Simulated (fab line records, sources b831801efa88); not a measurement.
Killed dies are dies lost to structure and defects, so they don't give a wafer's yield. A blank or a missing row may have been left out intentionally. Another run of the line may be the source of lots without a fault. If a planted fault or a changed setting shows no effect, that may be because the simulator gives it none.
fab line records	flow sky130
record lots=7	wafers=21	last_day=50
route steps=708 shown NWELL@65 PAD_OPEN@708
lots untouched by any fault: they come from a run of this same line in which no faults occurred
start_h: hours from the record's opening day to when the first of the lot's shown wafers began	wait_h: how many hours have passed since the lot's step before this one	" unchanged from the row above	L1.1+2: a single row standing in for several wafers	- no value present, or no start provided	* or withheld: withheld	< > ~ a bound
route shown NAME@n: names a module that has steps shown in the file, with the first one's number in the route	usual: mean/standard deviation of fault-free wafers	same: alike in all rows	chamber/n: place in a boat	sites: per-site readings	_std_site: the values' standard deviation	_edge_site: mean of outer sites minus mean of inner sites	radius_mm: for every site, how far away it sits from the centre of the wafer	mask NAME#n: copy n	behind: the tool/chamber that last shaped the wafer	hold: why the lot went on hold/how many hours it stayed there/how the hold came to an end	device: the n, p or np transistor that did not switch	end of line: the route-end tests of the same wafers	a step given without rows: its recipe and nothing more	killed: the dies lost at the first sort to structure and to defects; this is not the yield of the wafer	map: per-die view of a wafer (x killed, . not killed, _ where there is no die)
set.NAME: the run value of the setting; set.NAME@STEP: its run value at that earlier step	model.NAME: the simulator's own value behind a step, which no gauge read
certain route steps with their lots: each step a table, each wafer a row
services: a tool's chamber out of use, with start hour (start_h, from the record's first day; less than 0 if before it), hours out, and reason
## steps
# step SKY_NWELL_IMPLANT_12
# recipe species=P	energy_kev=120	dose_cm2=1.3e+12	tilt_deg=withheld
# step SKY_NWELL_IMPLANT_13
# recipe species=P	energy_kev=50	dose_cm2=7e+11	tilt_deg=withheld
# step SKY_NWELL_STRIP_14
# recipe chemistry=O2/N2	power_w=1400	pressure_mtorr=1500	platen_temp_c=withheld	o2_flow_sccm=3000	n2_flow_sccm=300	overash_fraction=0.5
# usual chamber_pressure_mTorr=1499.9/1.4	drypump_motor_current_A=5.6/0.45	o2_flow_sccm=3002/9.1	oes_product_au=0.722/0.0043	strip_time_to_endpoint_s=36.88/0.08
lot.wafer	tool	chamber	start_h	wait_h	chamber_pressure_mTorr	drypump_motor_current_A	o2_flow_sccm	oes_product_au	rf_hours_counter_h	strip_time_to_endpoint_s
L385.3	plasma_asher-04	1	87.16	0.1	1500.6	5.0	2986	0.716	-	36.86
L385.5	"	1	"	"	1498.8	5.0	2999	0.726	-	36.74
L385.6	"	0	"	"	1498.1	5.9	2999	0.720	-	36.83
L387.3	plasma_asher-04	0	98.56	0.1	1500.7	5.9	3008	0.721	-	36.88
L387.4	"	1	"	"	1501.2	5.0	3001	0.719	-	36.98
L387.6	"	1	"	"	1500.4	4.9	2994	0.725	-	36.85
L388.1	plasma_asher-01	0	100.82	0.1	1500.7	5.9	3013	0.719	30	36.91
L388.4	"	1	"	"	1499.6	5.1	2996	0.724	-	36.79
L388.5	"	0	"	"	1500.4	5.9	3000	0.721	-	36.94
L389.1	plasma_asher-03	1	115.85	0.1	1498.2	5.7	3007	0.723	44	36.83
L389.2	"	0	"	"	1500.9	6.2	2999	0.723	44	36.79
L389.4	"	1	"	"	1503.0	5.7	3000	0.721	-	36.76
L396.1	plasma_asher-01	0	150.97	0.1	1502.3	5.8	2998	0.725	35	36.83
L396.2	"	1	"	"	1501.6	5.1	2992	0.725	35	36.93
L396.6	"	1	"	"	1499.6	5.1	2990	0.724	-	36.94
L400.1	plasma_asher-04	1	191.03	0.1	1498.1	5.0	2994	0.728	49	36.88
L400.2	"	0	"	"	1500.6	5.9	3003	0.725	49	36.84
L400.4	"	0	"	"	1498.4	5.9	3010	0.722	-	36.86
L406.1	plasma_asher-01	0	220.58	0.1	1499.3	5.9	2990	0.721	42	36.88
L406.4	"	1	"	"	1500.8	5.1	2995	0.725	-	36.84
L406.6	"	1	"	"	1499.7	5.1	3000	0.724	-	36.79
# step SKY_NWELL_TW_MEAS_15
# usual NWELL_TW=1834/27
lot.wafer	tool	chamber	start_h	wait_h	NWELL_TW
L385.3	film_metro-02	-	87.25	0.1	1834
L385.5	"	-	"	"	1839
L385.6	"	-	"	"	1831
L387.3	film_metro-04	-	98.65	0.1	1805
L387.4	"	-	"	"	1800
L387.6	"	-	"	"	1800
L388.1	film_metro-02	-	100.92	0.1	1865
L388.4	"	-	"	"	1873
L388.5	"	-	"	"	1873
L389.1	film_metro-03	-	116.05	0.2	1857
L389.2	"	-	"	"	1850
L389.4	"	-	"	"	1841
L396.1	film_metro-04	-	151.07	0.1	1802
L396.2	"	-	"	"	1794
L396.6	"	-	"	"	1796
L400.1	film_metro-03	-	191.13	0.1	1853
L400.2	"	-	"	"	1855
L400.4	"	-	"	"	1863
L406.1	film_metro-04	-	220.68	0.1	1799
L406.4	"	-	"	"	1800
L406.6	"	-	"	"	1794
# step SKY_NWELL_DEHYDRATE_16
# recipe temp_c=200	time_s=60
# step SKY_NWELL_HMDS_17
# recipe prime_time_s=60	prime_temp_c=120
# step SKY_NWELL_COAT_18
# recipe spin_rpm=2000	resist_thk_nm=3000
# step SKY_NWELL_SOFTBAKE_19
# recipe temp_c=110	time_s=withheld
# step SKY_NWELL_EXPOSE_20
# recipe mask_id=NWM_COMPLEMENT	na=0.6	source_shape=conventional	sigma_outer=0.6	polarization=unpolarized	target_cd_nm=840	dose_mj=260
# step SKY_NWELL_PEB_21
# recipe temp_c=115	time_s=withheld
# step SKY_NWELL_DEVELOP_22
# recipe wall_angle_deg=90	developer=TMAH	develop_time_s=60	dev_temp_c=23
# step SKY_NWELL_OVL_MEAS_23
# usual NWELL_01_OVL=0.7/1.1
lot.wafer	tool	chamber	start_h	wait_h	NWELL_01_OVL[nm]
L385.3	overlay-01	-	103.69	-	1.8
L385.5	"	-	"	"	2.1
L385.6	"	-	"	"	0.6
L387.3	overlay-01	-	115.24	-	0.1
L387.4	"	-	"	"	1.5
L387.6	"	-	"	"	1.7
L388.1	overlay-01	-	118.34	-	-0.4
L388.4	"	-	"	"	0.3
L388.5	"	-	"	"	0.3
L389.1	overlay-01	-	132.98	-	0.6
L389.2	"	-	"	"	0.9
L389.4	"	-	"	"	0.6
L396.1	overlay-01	-	170.33	-	-1.1
L396.2	"	-	"	"	0.6
L396.6	"	-	"	"	-0.3
L400.1	overlay-01	-	211.64	-	-0.1
L400.2	"	-	"	"	0.7
L400.4	"	-	"	"	-0.4
L406.1	overlay-01	-	242.67	-	0.7
L406.4	"	-	"	"	2.0
L406.6	"	-	"	"	2.8
# step SKY_NWELL_IMPLANT_24
# recipe species=B	energy_kev=140	dose_cm2=9.2e+12	tilt_deg=withheld
lot.wafer	tool	chamber	start_h	wait_h
L385.3+5+6	implanter-01	0	103.76	0.1
L387.3+4+6	implanter-01	0	115.32	0.1
L388.1+4+5	implanter-03	0	118.38	0.0
L388.1+4+5	implanter-03	0	118.69	0.3
L389.1+2+4	implanter-03	0	133.01	0.0
L389.1+2+4	implanter-03	0	133.39	0.4
L396.1+2+6	implanter-04	0	170.37	0.0
L396.1+2+6	implanter-04	0	170.68	0.3
L400.1+2+4	implanter-03	0	211.68	0.0
L406.1+4+6	implanter-01	0	242.71	0.0
# step SKY_NWELL_STRIP_25
# recipe chemistry=O2/N2	power_w=1400	pressure_mtorr=1500	platen_temp_c=withheld	o2_flow_sccm=3000	n2_flow_sccm=300	overash_fraction=0.5
# usual chamber_pressure_mTorr=1500/3.4	drypump_motor_current_A=5.7/0.42	o2_flow_sccm=2999/9.1	oes_product_au=0.723/0.0042	strip_time_to_endpoint_s=36.88/0.077
lot.wafer	tool	chamber	start_h	wait_h	chamber_pressure_mTorr	drypump_motor_current_A	o2_flow_sccm	oes_product_au	rf_hours_counter_h	strip_time_to_endpoint_s
L385.3	plasma_asher-01	0	103.89	0.1	1497	5.9	2993	0.724	-	36.88
L385.5	"	1	"	"	1501	5.1	3004	0.722	-	36.97
L385.6	"	0	"	"	1499	5.9	2986	0.714	-	36.75
L387.3	plasma_asher-03	1	115.45	0.1	1497	5.7	3007	0.719	-	36.87
L387.4	"	0	"	"	1498	6.2	3011	0.726	-	36.92
L387.6	"	1	"	"	1502	5.7	3007	0.721	-	36.84
L388.1	plasma_asher-04	1	119.01	0.3	1501	5.0	2996	0.719	42	36.97
L388.4	"	0	"	"	1501	5.9	3000	0.720	-	36.95
L388.5	"	0	"	"	1500	5.9	2994	0.717	-	36.91
L389.1	plasma_asher-01	0	133.54	0.1	1497	5.9	2992	0.719	34	36.91
L389.2	"	1	"	"	1499	5.1	2991	0.724	34	36.87
L389.4	"	0	"	"	1502	5.9	2997	0.720	-	36.89
L396.1	plasma_asher-03	1	170.83	0.1	1502	5.7	2999	0.725	50	36.84
L396.2	"	0	"	"	1502	6.2	3016	0.723	50	37.00
L396.6	"	0	"	"	1500	6.2	3004	0.719	-	36.88
L400.1	plasma_asher-01	1	211.83	0.1	1499	5.1	3007	0.723	41	36.84
L400.2	"	0	"	"	1500	5.8	3009	0.725	41	37.00
L400.4	"	0	"	"	1499	5.8	3011	0.723	-	36.84
L406.1	plasma_asher-03	1	242.86	0.1	1500	5.7	3001	0.720	58	36.75
L406.4	"	0	"	"	1500	6.2	3009	0.724	-	36.73
L406.6	"	1	"	"	1501	5.7	3012	0.721	-	36.85
# step SKY_NWELL_TW_MEAS_26
# usual NWELL_2_TW=496/7
lot.wafer	tool	chamber	start_h	wait_h	NWELL_2_TW
L385.3	film_metro-03	-	103.98	0.1	500
L385.5	"	-	"	"	502
L385.6	"	-	"	"	499
L387.3	film_metro-03	-	115.54	0.1	501
L387.4	"	-	"	"	504
L387.6	"	-	"	"	506
L388.1	film_metro-04	-	119.11	0.1	609
L388.4	"	-	"	"	607
L388.5	"	-	"	"	606
L388.1	film_metro-04	-	119.34	0.2	606
L388.4	"	-	"	"	609
L388.5	"	-	"	"	608
L389.1	film_metro-04	-	133.64	0.1	604
L389.2	"	-	"	"	604
L389.4	"	-	"	"	603
L389.1	film_metro-04	-	133.86	0.2	603
L389.2	"	-	"	"	607
L389.4	"	-	"	"	603
L396.1	film_metro-04	-	170.95	0.1	605
L396.2	"	-	"	"	606
L396.6	"	-	"	"	605
L396.1	film_metro-04	-	171.22	0.3	607
L396.2	"	-	"	"	603
L396.6	"	-	"	"	606
L400.1	film_metro-02	-	211.93	0.1	501
L400.2	"	-	"	"	506
L400.4	"	-	"	"	505
L406.1	film_metro-02	-	242.96	0.1	499
L406.4	"	-	"	"	502
L406.6	"	-	"	"	498
# step SKY_NWELL_CLEAN_27
# recipe chemistry=SC1/SC2	mix=1:4:20	temp_c=70	time_s=150	dry=n2_spin
# step SKY_PAD_OPEN_PROBE_99
# usual killed_at_M0_to_M3=44/7.6	killed_at_M4_up=3.2/1.7	killed_at_contacts=24/5.7	killed_at_front_end=16/3.9	killed_at_other=0.2/0.45	killed_dies=87/9.5	killed_open=47/6.9	killed_short=40/5.8
# same gross_dies=492	killed_at_back_side=0
lot.wafer	tool	chamber	start_h	wait_h	killed_at_M0_to_M3	killed_at_M4_up	killed_at_contacts	killed_at_front_end	killed_at_other	killed_dies	killed_open	killed_short	model.etest.pfet_16v.r_on_ohm_um	model.etest.res_iso_pwell.rs_ohm_sq	model.etest.res_pwell_under_gate.rs_ohm_sq	model.etest.nfet_16v.r_on_ohm_um	model.etest.res_iso_pwell.line_ohm_um	model.etest.tip_n_5v.rs_ohm_sq	model.etest.res_nwell.width_nm	model.etest.res_iso_pwell.width_nm
L385.3	prober-02	-	1061.82	0.2	32	1	30	10	1	74	38	36	1.488e+04	2989	2291	1.412e+04	1143	1363	849.1	2636
L385.5	prober-02	-	1061.92	0.2	29	1	36	13	0	79	36	43	1.501e+04	3016	2302	1.425e+04	1140	1368	846.9	2634
L385.6	prober-02	-	1061.97	0.2	52	1	25	16	0	94	41	53	1.506e+04	3040	2293	1.422e+04	1164	1361	842.8	2634
L387.3	prober-01	-	1082.26	0.2	50	1	21	16	0	88	48	40	1.544e+04	3486	2280	1.412e+04	1323	1417	842.3	2644
L387.4	prober-01	-	1082.31	0.2	45	1	25	15	0	86	52	34	1.505e+04	3262	2288	1.409e+04	1241	1427	838.9	2639
L387.6	prober-01	-	1082.41	0.2	43	5	23	14	0	85	45	40	1.549e+04	3491	2287	1.421e+04	1323	1439	843.5	2650
L388.1	prober-02	-	1085.31	0.1	60	4	20	11	1	96	56	40	1.13e+04	1814	1447	1.43e+04	673.4	1526	783	2719
L388.4	prober-02	-	1085.46	0.2	59	4	21	16	0	100	52	48	1.152e+04	1915	1436	1.418e+04	703.9	1521	788.2	2691
L388.5	prober-02	-	1085.51	0.2	46	1	39	7	0	93	56	37	1.165e+04	1918	1450	1.439e+04	710.3	1520	791.3	2692
L389.1	prober-01	-	1099.06	0.1	54	5	23	17	0	99	64	35	1.165e+04	1981	1464	1.508e+04	738	1531	803.2	2700
L389.2	prober-01	-	1099.11	0.1	42	3	24	11	0	80	49	31	1.141e+04	1914	1457	1.5e+04	713.8	1536	797.2	2707
L389.4	prober-01	-	1099.21	0.2	43	5	25	16	0	89	46	43	1.158e+04	1964	1454	1.497e+04	725.7	1520	800.5	2692
L396.1	prober-02	-	1137.18	0.1	35	4	21	16	0	76	45	31	1.101e+04	1746	1431	1.497e+04	641.5	1517	781.2	2711
L396.2	prober-02	-	1137.23	0.1	42	0	17	12	1	72	36	36	1.101e+04	1738	1434	1.497e+04	640.7	1523	781.9	2698
L396.6	prober-02	-	1137.43	0.2	59	7	17	19	0	102	48	54	1.098e+04	1748	1428	1.507e+04	645.6	1526	776.1	2704
L400.1	prober-02	-	1174.47	0.1	41	6	33	19	0	99	51	48	1.498e+04	2974	2274	1.383e+04	1111	1413	836.6	2637
L400.2	prober-02	-	1174.52	0.1	46	5	18	14	0	83	46	37	1.485e+04	2896	2279	1.382e+04	1086	1400	834.8	2649
L400.4	prober-02	-	1174.62	0.2	36	3	26	21	0	86	45	41	1.528e+04	3071	2281	1.384e+04	1149	1400	839.7	2660
L406.1	prober-02	-	1196.04	0.1	39	3	31	17	0	90	49	41	1.553e+04	3379	2287	1.455e+04	1290	1385	853.9	2634
L406.4	prober-02	-	1196.19	0.2	43	5	16	14	1	79	42	37	1.525e+04	3211	2291	1.439e+04	1207	1381	853.8	2655
L406.6	prober-02	-	1196.29	0.2	28	3	28	9	0	68	41	27	1.558e+04	3358	2298	1.449e+04	1269	1388	853.1	2645
# killed by level:class
L385.3 CONTACT:geometric_particle:open=11 VIA1:geometric_particle:open=9 CONTACT:geometric_particle:short=8 LI_CONTACT:geometric_particle:open=6 VIA2:geometric_particle:short=5 VIA3:geometric_particle:open=5 POLY_GATE:geometric_particle:short=4 LOCAL_INTERCONNECT:geometric_particle:short=4
L385.5 CONTACT:geometric_particle:open=12 CONTACT:geometric_particle:short=10 LOCAL_INTERCONNECT:geometric_particle:short=7 VIA1:geometric_particle:open=6 VIA3:geometric_particle:open=6 LI_CONTACT:geometric_particle:open=5 FIELD_ISO:geometric_particle:short=4 METAL2:geometric_particle:short=4
L385.6 METAL2:geometric_particle:short=11 VIA3:geometric_particle:open=8 LOCAL_INTERCONNECT:geometric_particle:short=7 CONTACT:geometric_particle:short=7 CONTACT:geometric_particle:open=7 VIA1:geometric_particle:open=7 VIA1:geometric_particle:short=7 VIA2:geometric_particle:open=6
L387.3 VIA1:geometric_particle:open=12 CONTACT:geometric_particle:open=8 VIA1:geometric_particle:short=7 VIA3:geometric_particle:open=7 VIA2:geometric_particle:open=7 CONTACT:geometric_particle:short=6 METAL1:geometric_particle:short=6 LI_CONTACT:geometric_particle:open=5
L387.4 VIA1:geometric_particle:open=13 CONTACT:geometric_particle:open=10 VIA2:geometric_particle:open=8 LI_CONTACT:geometric_particle:open=7 METAL2:geometric_particle:short=5 METAL1:geometric_particle:short=4 VIA1:geometric_particle:short=4 FIELD_ISO:geometric_particle:short=3
L387.6 CONTACT:geometric_particle:open=10 VIA1:geometric_particle:open=9 METAL1:geometric_particle:short=8 METAL2:geometric_particle:short=7 LI_CONTACT:geometric_particle:open=6 VIA2:geometric_particle:open=6 POLY_GATE:geometric_particle:open=4 POLY_GATE:geometric_particle:short=4
L388.1 VIA1:geometric_particle:open=21 VIA1:geometric_particle:short=7 VIA3:geometric_particle:open=6 FIELD_ISO:geometric_particle:short=5 LI_CONTACT:geometric_particle:open=5 CONTACT:geometric_particle:short=5 VIA3:geometric_particle:short=5 VIA2:geometric_particle:open=5
L388.4 VIA1:geometric_particle:open=17 VIA3:geometric_particle:open=11 VIA1:geometric_particle:short=8 LOCAL_INTERCONNECT:geometric_particle:short=7 POLY_GATE:geometric_particle:open=6 VIA2:geometric_particle:short=6 FIELD_ISO:geometric_particle:short=5 CONTACT:geometric_particle:open=5
L388.5 CONTACT:geometric_particle:open=12 LI_CONTACT:geometric_particle:open=11 VIA1:geometric_particle:open=11 VIA3:geometric_particle:open=9 VIA2:geometric_particle:open=7 CONTACT:geometric_particle:short=6 LOCAL_INTERCONNECT:geometric_particle:short=5 METAL2:geometric_particle:short=5
L389.1 VIA1:geometric_particle:open=13 VIA3:geometric_particle:open=12 LI_CONTACT:geometric_particle:open=9 CONTACT:geometric_particle:open=7 VIA2:geometric_particle:open=7 POLY_GATE:geometric_particle:open=6 METAL2:geometric_particle:short=5 FIELD_ISO:geometric_particle:short=4
L389.2 VIA1:geometric_particle:open=9 CONTACT:geometric_particle:open=8 VIA2:geometric_particle:open=8 LI_CONTACT:geometric_particle:open=6 VIA3:geometric_particle:open=6 LOCAL_INTERCONNECT:geometric_particle:short=5 METAL1:geometric_particle:short=4 FIELD_ISO:geometric_particle:open=3
L389.4 CONTACT:geometric_particle:open=11 METAL2:geometric_particle:short=8 METAL1:geometric_particle:short=8 VIA3:geometric_particle:open=7 VIA1:geometric_particle:open=6 FIELD_ISO:geometric_particle:open=5 LOCAL_INTERCONNECT:geometric_particle:short=5 CONTACT:geometric_particle:short=5
L396.1 VIA1:geometric_particle:open=9 LI_CONTACT:geometric_particle:open=8 VIA2:geometric_particle:open=7 FIELD_ISO:geometric_particle:open=5 POLY_GATE:geometric_particle:short=4 CONTACT:geometric_particle:open=4 LOCAL_INTERCONNECT:geometric_particle:short=4 VIA1:geometric_particle:short=4
L396.2 VIA1:geometric_particle:open=13 VIA2:geometric_particle:open=7 FIELD_ISO:geometric_particle:short=5 VIA2:geometric_particle:short=5 METAL3:geometric_particle:short=5 CONTACT:geometric_particle:open=4 LI_CONTACT:geometric_particle:open=4 METAL2:geometric_particle:short=4
L396.6 METAL1:geometric_particle:short=9 VIA1:geometric_particle:open=9 VIA3:geometric_particle:open=9 VIA1:geometric_particle:short=8 FIELD_ISO:geometric_particle:open=7 VIA2:geometric_particle:open=6 CONTACT:geometric_particle:open=6 METAL2:geometric_particle:short=6
L400.1 CONTACT:geometric_particle:open=11 VIA1:geometric_particle:open=11 VIA1:geometric_particle:short=8 LI_CONTACT:geometric_particle:short=6 LI_CONTACT:geometric_particle:open=6 CONTACT:geometric_particle:short=6 FIELD_ISO:geometric_particle:short=5 VIA3:geometric_particle:open=5
L400.2 VIA1:geometric_particle:open=10 CONTACT:geometric_particle:open=9 VIA2:geometric_particle:open=9 VIA1:geometric_particle:short=8 FIELD_ISO:geometric_particle:short=6 VIA3:geometric_particle:open=5 VIA3:geometric_particle:short=4 LI_CONTACT:geometric_particle:open=4
L400.4 CONTACT:geometric_particle:open=15 VIA1:geometric_particle:open=6 VIA3:geometric_particle:short=6 FIELD_ISO:geometric_particle:short=5 FIELD_ISO:geometric_particle:open=5 POLY_GATE:geometric_particle:open=5 VIA1:geometric_particle:short=4 VIA2:geometric_particle:short=4
L406.1 CONTACT:geometric_particle:open=15 METAL1:geometric_particle:short=9 FIELD_ISO:geometric_particle:open=8 LI_CONTACT:geometric_particle:open=8 VIA1:geometric_particle:open=8 METAL2:geometric_particle:short=6 CONTACT:geometric_particle:short=4 VIA1:geometric_particle:short=4
L406.4 VIA1:geometric_particle:open=15 CONTACT:geometric_particle:open=10 METAL1:geometric_particle:short=7 VIA2:geometric_particle:short=5 FIELD_ISO:geometric_particle:open=4 VIA3:geometric_particle:short=4 FIELD_ISO:geometric_particle:short=3 SPACER:geometric_particle:open=3
L406.6 CONTACT:geometric_particle:open=9 LI_CONTACT:geometric_particle:open=8 VIA1:geometric_particle:open=6 METAL1:geometric_particle:short=5 CONTACT:geometric_particle:short=4 VIA2:geometric_particle:open=4 FIELD_ISO:geometric_particle:short=3 POLY_GATE:geometric_particle:open=3
## services
tool	chamber	start_h	hours	kind
implanter-01	-	87.82	3.2	repair
implanter-01	-	96.88	1.0	repair
plasma_asher-04	-	100.58	1.7	repair
implanter-04	-	103.76	3.0	repair
implanter-04	-	135.24	4.5	repair
implanter-03	-	168.81	1.9	repair
implanter-04	-	177.36	5.6	pm
plasma_asher-04	-	211.79	39.8	pm
plasma_asher-01	-	224.61	0.4	repair
implanter-03	-	230.36	0.6	repair
implanter-01	-	238.15	4.4	repair
## key
first_sign step=SKY_NWELL_IMPLANT_24	reading=visit	direction=added
effect step=SKY_NWELL_TW_MEAS_26	reading=visit	direction=added
effect step=SKY_NWELL_TW_MEAS_26	reading=NWELL_2_TW	direction=up	sigmas=16	usual=496	struck=605
model_effect step=SKY_PAD_OPEN_PROBE_99	value=etest.pfet_16v.r_on_ohm_um	without=1.514e+04	struck=1.134e+04
met_at SKY_NWELL_IMPLANT_24
struck_wafers L388.1,L388.4,L388.5,L389.1,L389.2,L389.4,L396.1,L396.2,L396.6
tester_left_out L388,L389,L396
fault kind=repeated_step_whole	tool=implanter-01,implanter-03,implanter-04	chamber=-	onset_h=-	steps=SKY_NWELL_IMPLANT_24	times=1	scope=struck_lots_only
# tester_left_out: of these lots the tester's yield and bins aren't shown, on N5 and GAA mostly nor the transistor test; their killed dies are dies lost to structure and defects alone, not to doping, threshold or leakage, so they don't give the yield
